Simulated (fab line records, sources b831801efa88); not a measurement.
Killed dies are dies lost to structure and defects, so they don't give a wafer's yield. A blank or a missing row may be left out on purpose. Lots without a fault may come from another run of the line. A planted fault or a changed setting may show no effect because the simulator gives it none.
fab line records | flow sky130
record lots=5 wafers=15 last_day=49
route steps=708 shown METAL4@626 VIA4@639 METAL5@661 PAD_OPEN@708
lots that met no fault: from a run of the same line without faults
start_h: hours from the record's first day to the start of the lot's first wafer shown | wait_h: hours since the lot's step before | " the same as in the row above | L1.1+2: a row that stands for several wafers | - no value, or no start given | * or withheld: withheld | < > ~ a bound
route shown NAME@n: a module of which the file shows steps, and the number in the route of the first | usual: mean/standard deviation of fault-free wafers | same: alike in all rows | chamber/n: place in a boat | sites: the reading at each site | _std_site: their standard deviation | _edge_site: outer sites' mean less inner sites' | radius_mm: how far each site lies from the wafer's centre | mask NAME#n: copy n | behind: the tool/chamber that last shaped the wafer | hold: why the lot was held/for how many hours/how that ended | device: the transistor (n, p or np) that didn't switch | end of line: the same wafers' tests at the end of the route | a step without rows: its recipe alone | killed: dies lost to structure and defects at the first sort, not the wafer's yield | map: a wafer's dies, x killed, . not, _ none there
set.NAME: the setting as run; set.NAME@STEP: as run at that earlier step | model.NAME: the simulator's own value behind a step, which no gauge read
lots at some steps of the route; a table a step, a row a wafer
services: from which hour (start_h, from the record's first day; less than 0 if before it) a tool's chamber was out of use, for how many hours, and why
## steps
# step SKY_METAL4_EXPOSE_10
# recipe mask_id=MM4 na=0.68 source_shape=annular sigma_inner=0.4 sigma_outer=0.8 target_cd_nm=300 dose_mj=28
# step SKY_METAL4_PEB_11
# recipe peb_temp_c=withheld peb_time_s=withheld resist=KrF-thick
# step SKY_METAL4_DEVELOP_12
# recipe develop_time_s=60 resist=KrF-thick dev_temp_c=21
# step SKY_METAL4_CD_MEAS_13
# recipe target_cd_nm=300
# usual cd_nm=299.9/1.6
# columns lot.wafer tool chamber start_h wait_h cd_nm
L739.1 cd_sem-02 - 971.81 - 300.3
L739.2 " - " " 299.4
L739.3 " - " " 300.8
L740.1 cd_sem-01 - 979.93 - 298.4
L740.3 " - " " 299.1
L740.5 " - " " 298.8
L742.3 cd_sem-02 - 995.40 - 300.7
L742.4 " - " " 298.0
L742.5 " - " " 300.1
L753.2 cd_sem-02 - 1072.66 - 301.0
L753.4 " - " " 301.1
L753.5 " - " " 300.6
L754.3 cd_sem-01 - 1081.97 - 299.1
L754.4 " - " " 302.2
L754.6 " - " " 302.3
# step SKY_METAL4_OVL_MEAS_14
# usual METAL4_OVL=1/5.4
# columns lot.wafer tool chamber start_h wait_h METAL4_OVL[nm]
L739.1 overlay-02 - 971.93 0.1 5
L739.2 " - " " 3
L739.3 " - " " 5
L740.1 overlay-02 - 980.05 0.1 1
L740.3 " - " " 0
L740.5 " - " " 7
L742.3 overlay-01 - 995.49 0.1 6
L742.4 " - " " 12
L742.5 " - " " 11
L753.2 overlay-01 - 1072.77 0.1 1
L753.4 " - " " 4
L753.5 " - " " 9
L754.3 overlay-01 - 1082.06 0.1 -3
L754.4 " - " " 5
L754.6 " - " " -2
# step SKY_METAL4_DESCUM_15
# recipe chemistry=O2 source_power_w=150 bias_power_w=0 pressure_mtorr=10 temp_c=40 time_s=8
# step SKY_METAL4_ETCH_16
# recipe chemistry=N2/H2 target=BARC ion_energy_ev=200 bias_w=100 pressure_mtorr=30 n2_flow_sccm=100 h2_flow_sccm=200 icp_w=500 stop_on=SiO2 time_s=88.2 target_depth_a=600
# usual drypump_motor_current_A=5.6/0.48 n2_flow_sccm=100.00/0.25 oes_product_au=0.625/0.0047 throttle_valve_pct=13.204/0.0096
# columns lot.wafer tool chamber start_h wait_h drypump_motor_current_A n2_flow_sccm oes_product_au rf_hours_counter_h throttle_valve_pct
L739.1 rie_metal-01 0 972.00 0.0 6.1 100.11 0.614 16 13.207
L739.2 " 1 " " 5.5 100.16 0.614 18 13.198
L739.3 " 1 " " 5.5 100.11 0.628 - 13.219
L740.1 rie_metal-04 0 980.12 0.0 5.0 99.98 0.620 16 13.194
L740.3 " 1 " " 5.2 100.10 0.619 - 13.204
L740.5 " 1 " " 5.2 99.96 0.613 - 13.211
L742.3 rie_metal-03 1 995.58 0.0 6.2 100.12 0.624 - 13.208
L742.4 " 0 " " 5.1 100.01 0.624 - 13.200
L742.5 " 0 " " 5.1 99.78 0.625 - 13.191
L753.2 rie_metal-01 0 1072.83 0.0 6.1 100.06 0.631 23 13.178
L753.4 " 1 " " 5.5 100.22 0.633 - 13.208
L753.5 " 0 " " 6.1 100.00 0.617 - 13.221
L754.3 rie_metal-03 1 1082.15 0.0 6.2 100.77 0.626 - 13.219
L754.4 " 0 " " 5.1 100.10 0.622 - 13.180
L754.6 " 0 " " 5.1 99.66 0.630 - 13.219
# step SKY_METAL4_ETCH_17
# recipe target=SiO2 stop_on=TiN chemistry=C4F8/O2/Ar source_w=1500 bias_w=1200 pressure_mtorr=40 c4f8_flow_sccm=withheld O2_flow_sccm=6 Ar_flow_sccm=300 time_s=3.9 target_depth_a=150
# usual oes_product_au=0.754/0.007
# columns lot.wafer tool chamber start_h wait_h oes_product_au rf_hours_counter_h
L739.1 rie_diel-02 0 972.10 0.1 0.743 0
L739.2 " 1 " " 0.737 9
L739.3 " 3 " " 0.767 5
L740.1 rie_diel-01 3 980.21 0.1 0.756 9
L740.3 " 2 " " 0.741 5
L740.5 " 2 " " 0.743 -
L742.3 rie_diel-01 3 995.65 0.0 0.751 10
L742.4 " 0 " " 0.759 7
L742.5 " 3 " " 0.757 -
L753.2 rie_diel-01 1 1072.93 0.1 0.747 9
L753.4 " 2 " " 0.760 8
L753.5 " 0 " " 0.751 -
L754.3 rie_diel-04 1 1082.22 0.0 0.744 17
L754.4 " 2 " " 0.753 10
L754.6 " 0 " " 0.741 -
# step SKY_METAL4_METAL_ETCH_18
# recipe target_depth_a=8450 stop_on=SiO2 over_etch_frac=0.3 time_s=183.1 chemistry=Cl2/BCl3 resist_sidewall_deg=88 pressure_mtorr=10 icp_w=900 bias_w=48.5 Cl2_flow_sccm=60 bcl3_flow_sccm=30
# step SKY_METAL4_STRIP_19
# recipe chemistry=O2/N2 power_w=1400 pressure_mtorr=1500 platen_temp_c=withheld o2_flow_sccm=3000 n2_flow_sccm=300 overash_fraction=0.5
# step SKY_METAL4_STRIP_20
# recipe chemistry=post_etch_residue_remover time_s=1200 temp_c=72.5
# step SKY_METAL4_CLEAN_21
# recipe chemistry=IPA time_s=180 temp_c=25
# step SKY_METAL4_CLEAN_22
# recipe chemistry=O3/DIW dry=n2_spin
# columns lot.wafer tool chamber start_h wait_h
L739.1+2+3 wet_bench-01 0 972.80 0.0
L740.1+3+5 wet_bench-02 2 980.91 0.0
L742.3+4+5 wet_bench-02 1 996.35 0.0
L753.2+4+5 wet_bench-01 3 1073.63 0.0
L754.3+4+6 wet_bench-02 0 1082.92 0.0
# step SKY_VIA4_HDPCVD_00
# recipe material=SiO2 target_thk_nm=1750 sigma_open_frac=0.3 time_s=291.7 temp_c=400 sih4_flow_sccm=60 pressure_mtorr=6
# step SKY_VIA4_THK_MEAS_01
# recipe reads=SiO2_of_VIA4_HDPCVD_00
# usual VIA4_HDPCVD_THK=1754/18
# columns lot.wafer tool chamber start_h wait_h VIA4_HDPCVD_THK[nm]
L739.1 film_metro-04 - 973.07 0.1 1749
L739.2 " - " " 1773
L739.3 " - " " 1745
L740.1 film_metro-04 - 981.19 0.1 1751
L740.3 " - " " 1745
L740.5 " - " " 1747
L742.3 film_metro-03 - 996.64 0.1 1776
L742.4 " - " " 1791
L742.5 " - " " 1777
L753.2 film_metro-03 - 1073.91 0.1 1775
L753.4 " - " " 1746
L753.5 " - " " 1773
L754.3 film_metro-03 - 1083.31 0.1 1756
L754.4 " - " " 1767
L754.6 " - " " 1738
# step SKY_VIA4_CMP_02
# recipe material=SiO2 down_force_psi=4 platen_rpm=60 pad_velocity_m_s=0.94248
# step SKY_VIA4_BOW_MEAS_03
# recipe mode=bow
# usual VIA4_BOW=78/9.3
# columns lot.wafer tool chamber start_h wait_h VIA4_BOW[um]
L739.1 film_metro-03 - 973.52 0.1 88
L739.2 " - " " 79
L739.3 " - " " 90
L740.1 film_metro-03 - 981.55 0.1 81
L740.3 " - " " 80
L740.5 " - " " 84
L742.3 film_metro-02 - 997.02 0.2 96
L742.4 " - " " 83
L742.5 " - " " 84
L753.2 film_metro-03 - 1074.28 0.3 74
L753.4 " - " " 74
L753.5 " - " " 69
L754.3 film_metro-03 - 1083.83 0.2 70
L754.4 " - " " 69
L754.6 " - " " 74
# step SKY_VIA4_DEHYDRATE_04
# recipe temp_c=200 time_s=60
# step SKY_VIA4_HMDS_05
# recipe prime_time_s=60 prime_temp_c=120
# step SKY_VIA4_COAT_06
# recipe resist=NOVOLAK spin_rpm=3000 resist_thk_nm=1140
# step SKY_VIA4_SOFTBAKE_07
# recipe temp_c=90 time_s=60 resist=NOVOLAK
# step SKY_VIA4_EXPOSE_08
# recipe mask_id=VIM4 na=0.6 source_shape=conventional sigma_outer=0.6 polarization=unpolarized target_cd_nm=800 dose_mj=132
# step SKY_VIA4_PEB_09
# recipe temp_c=withheld time_s=* resist=NOVOLAK
# step SKY_VIA4_DEVELOP_10
# recipe resist=NOVOLAK developer=TMAH develop_time_s=60 dev_temp_c=23
# step SKY_VIA4_OVL_MEAS_11
# usual VIA4_OVL=0.2/1.5
# columns lot.wafer tool chamber start_h wait_h VIA4_OVL[nm]
L739.1 overlay-02 - 996.81 0.1 -0.4
L739.2 " - " " -0.9
L739.3 " - " " -1.0
L740.1 overlay-01 - 1005.33 0.1 2.5
L740.3 " - " " 1.5
L740.5 " - " " 0.5
L742.3 overlay-02 - 1019.99 0.1 1.1
L742.4 " - " " 2.5
L742.5 " - " " 2.8
L753.2 overlay-01 - 1094.77 0.1 2.7
L753.4 " - " " 1.1
L753.5 " - " " 1.4
L754.3 overlay-01 - 1103.80 0.1 -1.9
L754.4 " - " " 1.4
L754.6 " - " " -1.6
# step SKY_VIA4_ETCH_12
# recipe target=SiO2 chemistry=C4F8/O2/Ar stop_on=TiN mask_material=NOVOLAK source_w=1500 bias_w=1200 pressure_mtorr=40 c4f8_flow_sccm=withheld O2_flow_sccm=6 Ar_flow_sccm=300 time_s=withheld target_depth_a=5800
# usual oes_product_au=0.926/0.0049
# columns lot.wafer tool chamber start_h wait_h oes_product_au
L739.1 rie_diel-03 2 996.85 0.0 0.925
L739.2 " 1 " " 0.928
L739.3 " 0 " " 0.926
L740.1 rie_diel-04 0 1005.36 0.0 0.920
L740.3 " 3 " " 0.933
L740.5 " 0 " " 0.926
L742.3 rie_diel-03 2 1020.01 0.0 0.928
L742.4 " 1 " " 0.932
L742.5 " 3 " " 0.932
L753.2 rie_diel-01 1 1094.80 0.0 0.933
L753.4 " 3 " " 0.922
L753.5 " 1 " " 0.920
L754.3 rie_diel-04 3 1103.83 0.0 0.929
L754.4 " 3 " " 0.930
L754.6 " 2 " " 0.927
# step SKY_VIA4_STRIP_13
# recipe chemistry=O2/N2 power_w=1400 pressure_mtorr=1500 platen_temp_c=withheld o2_flow_sccm=3000 n2_flow_sccm=300 overash_fraction=0.5
# step SKY_VIA4_STRIP_14
# recipe chemistry=post_etch_residue_remover time_s=1200 temp_c=72.5
# step SKY_VIA4_CLEAN_15
# recipe chemistry=IPA time_s=180 temp_c=25
# step SKY_VIA4_CLEAN_16
# recipe chemistry=O3/DIW dry=n2_spin
# step SKY_VIA4_SPUTTER_17
# recipe material=TiN target_thk_nm=20 chamber_pressure_pa=5 power_w=4000 time_s=80
# step SKY_VIA4_CVD_18
# recipe material=W target_thk_nm=505 time_s=152.14 temp_c=400 pressure_torr=40
# usual chamber_pressure_Torr=39.99/0.08 heater_power_w=825/71
# columns lot.wafer tool chamber start_h wait_h chamber_pressure_Torr heater_power_w
L739.1 cvd_w-02 0 997.57 0.0 39.99 784
L739.2 " 1 " " 40.01 700
L739.3 " 0 " " 40.01 768
L740.1 cvd_w-01 0 1006.13 0.0 40.23 897
L740.3 " 1 " " 39.94 888
L740.5 " 0 " " 40.10 870
L742.3 cvd_w-01 0 1020.90 0.1 40.04 861
L742.4 " 0 " " 40.00 884
L742.5 " 0 " " 40.04 877
L753.2 cvd_w-02 0 1095.65 0.0 40.04 798
L753.4 " 0 " " 40.11 793
L753.5 " 0 " " 40.15 789
L754.3 cvd_w-01 0 1104.60 0.1 40.10 878
L754.4 " 1 " " 40.08 889
L754.6 " 1 " " 40.08 878
# step SKY_VIA4_RS_MEAS_19
# recipe thk_meas_gauge=four-point-probe reads=W_of_VIA4_CVD_18+TiN_of_VIA4_SPUTTER_17
# usual VIA4_W_RS=0.2276/0.0029
# columns lot.wafer tool chamber start_h wait_h VIA4_W_RS[ohm/sq]
L739.1 film_metro-04 - 997.73 0.1 0.2239
L739.2 " - " " 0.2278
L739.3 " - " " 0.2277
L740.1 film_metro-04 - 1006.28 0.1 0.2309
L740.3 " - " " 0.2288
L740.5 " - " " 0.2307
L742.3 film_metro-04 - 1021.14 0.2 0.2316
L742.4 " - " " 0.2302
L742.5 " - " " 0.2291
L753.2 film_metro-02 - 1095.89 0.2 0.2270
L753.4 " - " " 0.2242
L753.5 " - " " 0.2241
L754.3 film_metro-03 - 1104.74 0.1 0.2302
L754.4 " - " " 0.2293
L754.6 " - " " 0.2294
# step SKY_VIA4_THK_MEAS_20
# recipe thk_meas_gauge=xrf reads=W_of_VIA4_CVD_18
# usual VIA4_W_THK=509/7.7
# columns lot.wafer tool chamber start_h wait_h VIA4_W_THK[nm]
L739.1 film_metro-04 - 997.85 0.1 514
L739.2 " - " " 512
L739.3 " - " " 513
L740.1 film_metro-04 - 1006.40 0.1 502
L740.3 " - " " 506
L740.5 " - " " 503
L742.3 film_metro-04 - 1021.24 0.1 496
L742.4 " - " " 499
L742.5 " - " " 503
L753.2 film_metro-02 - 1096.00 0.1 514
L753.4 " - " " 522
L753.5 " - " " 518
L754.3 film_metro-03 - 1104.84 0.1 502
L754.4 " - " " 507
L754.6 " - " " 504
# step SKY_VIA4_CMP_21
# recipe stop_on=SiO2 t_overpolish_s=25 down_force_psi=3.5 platen_rpm=60 target_thk_nm=0 pad_velocity_m_s=0.94248
# step SKY_METAL5_SPUTTER_00
# recipe material=Ti target_thk_nm=15 power_w=3000 time_s=10 chamber_pressure_pa=0.4
# step SKY_METAL5_SPUTTER_01
# recipe material=TiN target_thk_nm=20 power_w=6500 time_s=16.7 chamber_pressure_pa=0.4
# step SKY_METAL5_SPUTTER_02
# recipe material=AlCu target_thk_nm=1150 power_w=10600 time_s=61.2 chamber_pressure_pa=0.4
# usual throttle_valve_pct=30.2/1.1
# columns lot.wafer tool chamber start_h wait_h throttle_valve_pct
L739.1 pvd_sputter-02 - 998.31 0.0 29.8
L739.2 " - " " 28.2
L739.3 " - " " 29.4
L740.1 pvd_sputter-02 - 1006.81 0.0 28.4
L740.3 " - " " 29.7
L740.5 " - " " 29.7
L742.3 pvd_sputter-01 - 1021.93 0.0 31.0
L742.4 " - " " 31.0
L742.5 " - " " 30.2
L753.2 pvd_sputter-01 - 1096.40 0.0 30.9
L753.4 " - " " 30.9
L753.5 " - " " 30.7
L754.3 pvd_sputter-02 - 1105.23 0.0 31.4
L754.4 " - " " 28.0
L754.6 " - " " 29.8
# step SKY_METAL5_SPUTTER_03
# recipe material=Ti target_thk_nm=5 power_w=3000 time_s=3.3 chamber_pressure_pa=0.4
# step SKY_METAL5_SPUTTER_04
# recipe material=TiN target_thk_nm=70 power_w=6500 time_s=58.3 chamber_pressure_pa=0.4
# step SKY_METAL5_RS_MEAS_05
# recipe thk_meas_gauge=four-point-probe reads=TiN_of_METAL5_SPUTTER_04+Ti_of_METAL5_SPUTTER_03+AlCu_of_METAL5_SPUTTER_02+TiN_of_METAL5_SPUTTER_01+Ti_of_METAL5_SPUTTER_00
# usual METAL5_ALCU_RS=0.02707/0.00029
# columns lot.wafer tool chamber start_h wait_h METAL5_ALCU_RS[ohm/sq]
L739.1 film_metro-01 - 998.43 0.0 0.0269
L739.2 " - " " 0.02675
L739.3 " - " " 0.02705
L740.1 film_metro-01 - 1006.93 0.0 0.02694
L740.3 " - " " 0.02731
L740.5 " - " " 0.02701
L742.3 film_metro-01 - 1022.09 0.1 0.02655
L742.4 " - " " 0.02659
L742.5 " - " " 0.02711
L753.2 film_metro-04 - 1096.54 0.0 0.02729
L753.4 " - " " 0.02732
L753.5 " - " " 0.02727
L754.3 film_metro-04 - 1105.39 0.1 0.02694
L754.4 " - " " 0.02707
L754.6 " - " " 0.0273
# step SKY_METAL5_THK_MEAS_06
# recipe thk_meas_gauge=xrf reads=AlCu_of_METAL5_SPUTTER_02
# usual METAL5_ALCU_THK=1120/13
# columns lot.wafer tool chamber start_h wait_h METAL5_ALCU_THK[nm]
L739.1 film_metro-01 - 998.55 0.1 1137
L739.2 " - " " 1132
L739.3 " - " " 1121
L740.1 film_metro-01 - 1007.05 0.1 1131
L740.3 " - " " 1111
L740.5 " - " " 1120
L742.3 film_metro-01 - 1022.19 0.1 1138
L742.4 " - " " 1132
L742.5 " - " " 1110
L753.2 film_metro-04 - 1096.65 0.1 1110
L753.4 " - " " 1110
L753.5 " - " " 1117
L754.3 film_metro-04 - 1105.49 0.1 1112
L754.4 " - " " 1106
L754.6 " - " " 1098
# step SKY_PAD_OPEN_PROBE_99
# usual defect_limited_yield=82.6/1.9 killed_at_M0_to_M3=43/7.3 killed_at_M4_up=3.0/2 killed_at_contacts=24/5.2 killed_at_front_end=15/4.4 killed_at_other=0.2/0.48 killed_dies=86/9.1 killed_on_rim=16/4 killed_open=47/7.3 killed_short=38/6.4 sort_bin_3_pad_short=0.8/0.38 sort_bin_5_function=10.5/1.4 sort_bin_6_memory=6.1/1.1 sort_n_pass=406/9.1 sort_yield_pct=82.6/1.9
# same gross_dies=492 killed_at_back_side=0 sort_bin_4_leakage[%]=0 sort_bin_8_speed[%]=0
# columns lot.wafer tool chamber start_h wait_h defect_limited_yield[%] killed_at_M0_to_M3 killed_at_M4_up killed_at_contacts killed_at_front_end killed_at_other killed_dies killed_on_rim killed_open killed_short sort_bin_3_pad_short[%] sort_bin_5_function[%] sort_bin_6_memory[%] sort_n_pass sort_yield_pct[%] model.etest.tester.sort_n_pass model.etest.tester.sort_yield_pct model.etest.tester.sort_bin_5_pct model.etest.tester.sort_bin_3_pct
L739.1 prober-01 - 1068.59 0.1 82.3 46 1 25 15 0 87 12 52 35 0.6 10.8 6.3 405 82.3 405 82.32 10.77 0.6098
L739.2 prober-01 - 1068.64 0.1 83.7 41 3 27 8 1 80 16 52 28 1.0 10.2 5.1 412 83.7 412 83.74 10.16 1.016
L739.3 prober-01 - 1068.69 0.2 83.1 44 5 24 10 0 83 13 41 42 1.4 8.3 7.1 409 83.1 409 83.13 8.333 1.423
L740.1 prober-02 - 1076.61 0.1 82.7 39 3 31 12 0 85 22 43 41 1.0 11.6 4.7 407 82.7 407 82.72 11.59 1.016
L740.3 prober-02 - 1076.71 0.2 80.1 57 4 22 14 1 98 17 47 48 1.0 11.6 7.3 394 80.1 394 80.08 11.59 1.016
L740.5 prober-02 - 1076.81 0.2 78.9 55 1 32 15 1 104 17 65 36 1.0 13.8 6.3 388 78.9 388 78.86 13.82 1.016
L742.3 prober-02 - 1090.64 0.2 81.5 35 2 38 16 0 91 18 62 29 0.4 11.6 6.5 401 81.5 401 81.5 11.59 0.4065
L742.4 prober-02 - 1090.69 0.2 81.1 44 6 29 13 1 93 17 49 41 0.6 11.4 6.9 399 81.1 399 81.1 11.38 0.6098
L742.5 prober-02 - 1090.74 0.2 78.9 44 3 36 20 1 104 20 45 56 1.6 12.0 7.5 388 78.9 388 78.86 11.99 1.626
L753.2 prober-01 - 1157.29 0.1 76.2 30 52 17 18 0 117 26 36 34 4.1 15.7 4.1 375 76.2 375 76.22 15.65 4.065
L753.4 prober-01 - 1157.39 0.2 74.6 38 51 28 8 0 125 28 37 39 3.5 16.3 5.7 367 74.6 367 74.59 16.26 3.455
L753.5 prober-01 - 1157.44 0.2 75.4 27 47 30 16 1 121 35 43 32 3.7 14.2 6.7 371 75.4 371 75.41 14.23 3.659
L754.3 prober-02 - 1164.19 0.2 84.3 34 3 16 24 0 77 15 41 36 1.0 9.3 5.3 415 84.3 415 84.35 9.35 1.016
L754.4 prober-02 - 1164.24 0.2 82.1 41 4 22 21 0 88 11 46 39 0.8 10.0 7.1 404 82.1 404 82.11 9.959 0.813
L754.6 prober-02 - 1164.34 0.2 83.9 41 1 17 20 0 79 16 47 31 0.4 9.8 5.9 413 83.9 413 83.94 9.756 0.4065
# killed by level:class
L739.1 CONTACT:geometric_particle:open=11 VIA3:geometric_particle:open=8 METAL1:geometric_particle:short=8 VIA1:geometric_particle:open=8 POLY_GATE:geometric_particle:short=6 LI_CONTACT:geometric_particle:open=5 VIA2:geometric_particle:open=5 FIELD_ISO:geometric_particle:open=4
L739.2 CONTACT:geometric_particle:open=13 LI_CONTACT:geometric_particle:open=9 VIA1:geometric_particle:open=9 METAL1:geometric_particle:short=7 VIA2:geometric_particle:open=7 VIA3:geometric_particle:open=7 METAL2:geometric_particle:short=5 POLY_GATE:geometric_particle:short=3
L739.3 CONTACT:geometric_particle:open=10 METAL1:geometric_particle:short=7 VIA1:geometric_particle:open=6 METAL2:geometric_particle:short=6 VIA3:geometric_particle:open=6 VIA2:geometric_particle:short=5 LOCAL_INTERCONNECT:geometric_particle:short=5 VIA1:geometric_particle:short=5
L740.1 LI_CONTACT:geometric_particle:open=10 VIA3:geometric_particle:open=7 LI_CONTACT:geometric_particle:short=6 CONTACT:geometric_particle:short=5 CONTACT:geometric_particle:open=5 METAL1:geometric_particle:short=5 VIA1:geometric_particle:open=5 METAL2:geometric_particle:short=5
L740.3 METAL2:geometric_particle:short=14 VIA1:geometric_particle:open=13 CONTACT:geometric_particle:open=9 LI_CONTACT:geometric_particle:open=8 VIA1:geometric_particle:short=7 FIELD_ISO:geometric_particle:open=5 VIA2:geometric_particle:open=5 METAL4:geometric_particle:short=4
L740.5 VIA1:geometric_particle:open=17 CONTACT:geometric_particle:open=15 VIA3:geometric_particle:open=7 VIA2:geometric_particle:open=7 LI_CONTACT:geometric_particle:open=6 FIELD_ISO:geometric_particle:open=5 LOCAL_INTERCONNECT:geometric_particle:short=5 POLY_GATE:geometric_particle:short=4
L742.3 LI_CONTACT:geometric_particle:open=15 CONTACT:geometric_particle:open=12 VIA2:geometric_particle:open=9 VIA3:geometric_particle:open=8 FIELD_ISO:geometric_particle:open=6 VIA1:geometric_particle:open=6 METAL1:geometric_particle:short=4 LI_CONTACT:geometric_particle:short=4
L742.4 CONTACT:geometric_particle:open=15 METAL1:geometric_particle:short=9 VIA1:geometric_particle:open=9 VIA1:geometric_particle:short=9 VIA2:geometric_particle:open=6 LI_CONTACT:geometric_particle:open=6 METAL4:geometric_particle:short=4 FIELD_ISO:geometric_particle:open=3
L742.5 VIA1:geometric_particle:open=13 CONTACT:geometric_particle:open=10 CONTACT:geometric_particle:short=9 LI_CONTACT:geometric_particle:open=6 LI_CONTACT:geometric_particle:short=5 VIA1:geometric_particle:short=5 POLY_GATE:geometric_particle:short=5 LOCAL_INTERCONNECT:geometric_particle:short=5
L753.2 METAL4:unspecified=47 VIA1:geometric_particle:open=12 FIELD_ISO:geometric_particle:short=6 CONTACT:geometric_particle:short=6 POLY_GATE:geometric_particle:short=5 FIELD_ISO:geometric_particle:open=4 CONTACT:geometric_particle:open=4 LI_CONTACT:geometric_particle:open=4
L753.4 METAL4:unspecified=49 LOCAL_INTERCONNECT:geometric_particle:short=9 CONTACT:geometric_particle:open=8 METAL1:geometric_particle:short=7 VIA1:geometric_particle:open=7 VIA2:geometric_particle:open=6 VIA3:geometric_particle:open=5 VIA1:geometric_particle:short=5
L753.5 METAL4:unspecified=46 CONTACT:geometric_particle:open=10 VIA1:geometric_particle:open=8 LI_CONTACT:geometric_particle:open=6 LOCAL_INTERCONNECT:geometric_particle:short=6 CONTACT:geometric_particle:short=6 POLY_GATE:geometric_particle:open=5 VIA2:geometric_particle:open=5
L754.3 POLY_GATE:geometric_particle:open=7 POLY_GATE:geometric_particle:short=6 VIA3:geometric_particle:open=6 FIELD_ISO:geometric_particle:open=5 LI_CONTACT:geometric_particle:open=5 VIA1:geometric_particle:open=5 VIA2:geometric_particle:open=5 LOCAL_INTERCONNECT:geometric_particle:short=4
L754.4 VIA3:geometric_particle:open=9 CONTACT:geometric_particle:open=9 FIELD_ISO:geometric_particle:open=7 METAL1:geometric_particle:short=6 VIA1:geometric_particle:short=6 POLY_GATE:geometric_particle:short=5 LI_CONTACT:geometric_particle:open=5 VIA1:geometric_particle:open=5
L754.6 VIA3:geometric_particle:open=11 FIELD_ISO:geometric_particle:open=7 LI_CONTACT:geometric_particle:open=7 VIA1:geometric_particle:open=7 FIELD_ISO:geometric_particle:short=6 CONTACT:geometric_particle:open=6 VIA2:geometric_particle:open=6 VIA3:geometric_particle:short=5
# map L753.4 (x killed, . not)
__________.x..x...x._________
________........x....._______
______x...........x...xx_____
_____.........xx.....x...____
____...............x...x..___
___.......x...........x...x__
__x..x.......x.....xxxx....._
_............x.....x....xxx..
_........x.....x.x...........
_....x.................x.....
_.xx.................x.....xx
_.xx.....x.xxx...........x...
_........x.....x.x..x...x....
_.......xx...........x..x....
_.....x.....x...x...xxxxxxx..
__...x.........x.x.xxxxxxxxx_
___x.x.x..........xxxxxxxxx__
____x....x....x.xxxxxxxxxx___
_____......xx....xxxxxxxx____
______...........xxxxxxx_____
________.x....x....xxx_______
__________.......xx._________
# map L739.1 (x killed, . not)
__________.........._________
________...x.........._______
______.....x..x.x.x....._____
_____.......x.....xx.....____
____...xxx......x.x.....x.___
___.......x.....x.......x..__
__..xxx..x..xx........xx..x._
_....x..........x............
_.............x....x...x..x.x
_.......x.x.........x..x.x.x.
_...x...........x.x.x....x...
_x.x........................x
_x....x..xx.....xxx......x...
_.........x.x.x...x.x..x.x...
_x...x.x...x................x
__......x......x......x.x..._
___...x.........x.x.x......__
____...........xx....x...x___
_____x.......x..x........____
______..............x..._____
________..xx.....x...._______
__________......x..._________
## services
# columns tool chamber start_h hours kind
rie_diel-03 0 956.95 21.9 repair
pvd_sputter-01 3 962.38 - consumable_replace:kit
pvd_sputter-01 3 962.38 18.0 scheduled_down
cvd_w-01 - 968.79 2.7 repair
cvd_w-02 0 995.53 1.3 repair
rie_diel-03 0 998.09 6.0 repair
cvd_w-02 0 998.34 15.6 repair
rie_diel-01 0 1001.44 8.8 repair
cvd_w-01 1 1015.13 21.3 repair
pvd_sputter-02 - 1020.58 1.4 repair
pvd_sputter-01 - 1032.25 1.9 repair
rie_diel-02 - 1039.63 2.8 pm
pvd_sputter-02 2 1050.81 - consumable_replace:kit
pvd_sputter-02 2 1050.81 18.0 scheduled_down
pvd_sputter-02 2 1050.81 18.0 vent_cycle
rie_diel-02 3 1053.30 5.7 repair
pvd_sputter-02 - 1059.43 1.3 repair
cvd_w-02 - 1070.80 0.5 repair
rie_diel-02 - 1070.94 2.9 repair
rie_diel-03 1 1074.56 10.7 repair
cvd_w-01 0 1079.63 9.6 repair
rie_metal-01 - 1085.39 1.4 pm
rie_diel-04 0 1101.59 8.6 repair
rie_diel-01 - 1102.41 0.7 repair
## key
first_sign step=SKY_PAD_OPEN_PROBE_99 reading=killed_at_M4_up direction=up sigmas=23 usual=3.0 struck=50
effect step=SKY_PAD_OPEN_PROBE_99 reading=sort_bin_3_pad_short direction=up sigmas=7.7 usual=0.8 struck=3.7
model_effect step=SKY_PAD_OPEN_PROBE_99 value=etest.tester.sort_n_pass without=412.7 struck=371
met_at SKY_METAL4_CLEAN_22
struck_wafers L753.2,L753.4,L753.5
also_fits SKY_METAL4_ETCH_16:rie_metal-01,SKY_METAL4_ETCH_17:rie_diel-01,SKY_VIA4_ETCH_12:rie_diel-01,SKY_VIA4_CVD_18:cvd_w-02
fault kind=chamber_particle_source tool=wet_bench-01 chamber=3 onset_h=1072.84 steps=SKY_METAL4_CLEAN_22 rate_per_visit_cm2=1.8147 end_h=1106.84
